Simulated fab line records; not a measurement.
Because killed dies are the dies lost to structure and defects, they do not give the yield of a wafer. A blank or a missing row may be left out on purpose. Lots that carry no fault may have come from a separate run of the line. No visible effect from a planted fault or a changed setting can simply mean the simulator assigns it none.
The tool behind it: which one? :: flow gf180mcu :: 11 lots, 33 wafers sampled, at 2 steps of a route of 602

## WHAT THE GAUGES READ, wafer by wafer
GF_V4_CD_MEAS_14 targets a cd of 260 nm. Usual: cd_nm 260.6 nm, standard deviation 1.3.
lot: L846
measured: day 24 22:56
on: cd_sem-01
cd_nm (nm): 260.1 259.9 260.7
flag: 

lot: L848
measured: day 25 16:18
on: cd_sem-02
cd_nm (nm): 258.1 259.7 260.0
flag: 

lot: L849
measured: day 25 22:54
on: cd_sem-01
cd_nm (nm): 258.8 258.2 258.7
flag: 

lot: L851
measured: day 26 14:41
on: cd_sem-01
cd_nm (nm): 261.5 260.7 261.0
flag: 

lot: L852
measured: day 26 20:40
on: cd_sem-01
cd_nm (nm): 261.2 259.9 262.2
flag: 

lot: L854
measured: day 27 13:59
on: cd_sem-02
cd_nm (nm): 258.9 259.2 260.6
flag: 

lot: L864
measured: day 30 13:33
on: cd_sem-02
cd_nm (nm): 259.4 260.3 260.9
flag: 

lot: L865
measured: day 30 15:48
on: cd_sem-02
cd_nm (nm): 260.8 260.8 260.6
flag: 

lot: L866
measured: day 30 20:57
on: cd_sem-02
cd_nm (nm): 261.0 260.2 261.5
flag: 

lot: L867
measured: day 31 06:28
on: cd_sem-01
cd_nm (nm): 260.4 259.5 259.3
flag: 

lot: L868
measured: day 31 10:24
on: cd_sem-02
cd_nm (nm): 261.0 261.9 260.6
flag: 

## TOOL THAT RAN EACH LOT (tool first, then ch and the chambers of the sampled wafers, then the start)
lot: L846
GF_V4_CVD_02: pecvd-02 ch 0,1, day 24 01:04

lot: L848
GF_V4_CVD_02: pecvd-03 ch 0,1, day 24 18:34

lot: L849
GF_V4_CVD_02: pecvd-03 ch 1,2, day 25 00:52

lot: L851
GF_V4_CVD_02: pecvd-03 ch 1,2, day 25 17:28

lot: L852
GF_V4_CVD_02: pecvd-04 ch 0,1, day 25 23:15

lot: L854
GF_V4_CVD_02: pecvd-04 ch 1,2, day 26 17:58

lot: L864
GF_V4_CVD_02: pecvd-03 ch 1,2, day 29 18:05

lot: L865
GF_V4_CVD_02: pecvd-04 ch 1,2, day 29 21:02

lot: L866
GF_V4_CVD_02: pecvd-02 ch 0,2, day 30 01:55

lot: L867
GF_V4_CVD_02: pecvd-02 ch 0,1, day 30 12:01

lot: L868
GF_V4_CVD_02: pecvd-03 ch 0,1,2, day 30 16:19
- GF_V4_CVD_02: deposits SiO2 from TEOS, target thk 850 nm, time 94.851 s.

## AS READ BY THE TOOLS THEMSELVES (means over the sampled wafers that have a number; for cases with no such wafer, the mark the record gives instead)
GF_V4_CVD_02. Usual: heater_power_w 637 W, standard deviation 73.
lot: L846
tool: pecvd-02
heater_power_w (W): 557
flag: 

lot: L848
tool: pecvd-03
heater_power_w (W): 745
flag: 

lot: L849
tool: pecvd-03
heater_power_w (W): 727
flag: 

lot: L851
tool: pecvd-03
heater_power_w (W): 690
flag: 

lot: L852
tool: pecvd-04
heater_power_w (W): 624
flag: 

lot: L854
tool: pecvd-04
heater_power_w (W): 640
flag: 

lot: L864
tool: pecvd-03
heater_power_w (W): 676
flag: 

lot: L865
tool: pecvd-04
heater_power_w (W): 657
flag: 

lot: L866
tool: pecvd-02
heater_power_w (W): 589
flag: 

lot: L867
tool: pecvd-02
heater_power_w (W): 599
flag: 

lot: L868
tool: pecvd-03
heater_power_w (W): 712
flag: 

## THE ANSWER, worked out from the rows above alone
Rule: a lot counts as off when the mean over its wafers that have a number is more than 3 standard deviations away from the usual mean. Also off: a lot with no number at a reading for which 4 or more lots have one. The other lots that the step has rows for count as sound. After the gauges, taken in route order, come the tools' own readings; for these a lot's mean is taken, as printed above. The first step at which some lot is off is used, and at that step the reading that is off furthest; a lot without a number counts as furthest.
None of the lots is off at any reading shown; this tells nothing.

## WHAT HAD BEEN PUT IN BY THE SIMULATOR
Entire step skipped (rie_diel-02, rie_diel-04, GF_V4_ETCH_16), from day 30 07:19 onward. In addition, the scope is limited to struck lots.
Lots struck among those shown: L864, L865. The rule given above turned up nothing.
